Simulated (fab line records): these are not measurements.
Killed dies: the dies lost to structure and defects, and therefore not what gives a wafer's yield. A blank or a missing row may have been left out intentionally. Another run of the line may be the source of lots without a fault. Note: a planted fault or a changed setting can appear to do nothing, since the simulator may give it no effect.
Matching of chambers ; flow sky130 ; SKY_VIA1_ETCH_15 on rie_diel-03: 4 sister chambers
The step etches SiO2 in C4F8/O2/Ar, stops on TiN, target depth 351 nm, time 54 s. 8 wafers are shown with their chamber, then 8 later ones without.

## WAFERS PAIRED WITH THEIR CHAMBERS
wafer;chamber;oes_product_au (a.u.);bias_w (W)
L079.1;2;0.991;1196
L080.5;3;0.984;1204
L082.3;3;0.986;1204
L082.6;1;0.982;1201
L083.1;0;0.973;1199
L083.2;2;0.980;1199
L083.5;1;0.982;1202
L086.1;0;0.984;1198

## WAFERS WITH NO CHAMBER GIVEN
wafer;oes_product_au (a.u.);bias_w (W)
L086.2;0.983;1204
L086.5;0.984;1203
L088.2;0.982;1207
L088.3;0.983;1198
L088.5;0.978;1205
L090.1;0.982;1197
L090.4;0.989;1201
L090.5;0.977;1202

## CHAMBER TAKEN BY EACH
wafer;from the rows above;in truth
L086.2;can't be placed: 3 or 1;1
L086.5;can't be placed: 3 or 1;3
L088.2;3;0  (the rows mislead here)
L088.3;can't be placed: 2 or 0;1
L088.5;can't be placed: 3 or 1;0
L090.1;can't be placed: 2 or 0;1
L090.4;can't be placed: 1 or 3 or 0 or 2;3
L090.5;can't be placed: 1 or 3 or 0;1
Placed correctly: 0 of 8. Unplaceable from these rows: 7, with the true chamber sitting among the candidates in 4. Number placed wrongly: 1.
How it was worked out, from the rows above alone: a wafer's distance from a chamber is the root of the sum, over the readings, of the square of ((its reading less the chamber's mean) divided by the reading's scatter). The wafer belongs to the nearest chamber; if the next one is less than 2 further off, it can't be placed. For every chamber, the mean is computed from those of its wafers that are shown. The scatter: the root of (the sum of the squares of (reading less its chamber's mean) over the shown wafers, divided by (wafers less chambers)).
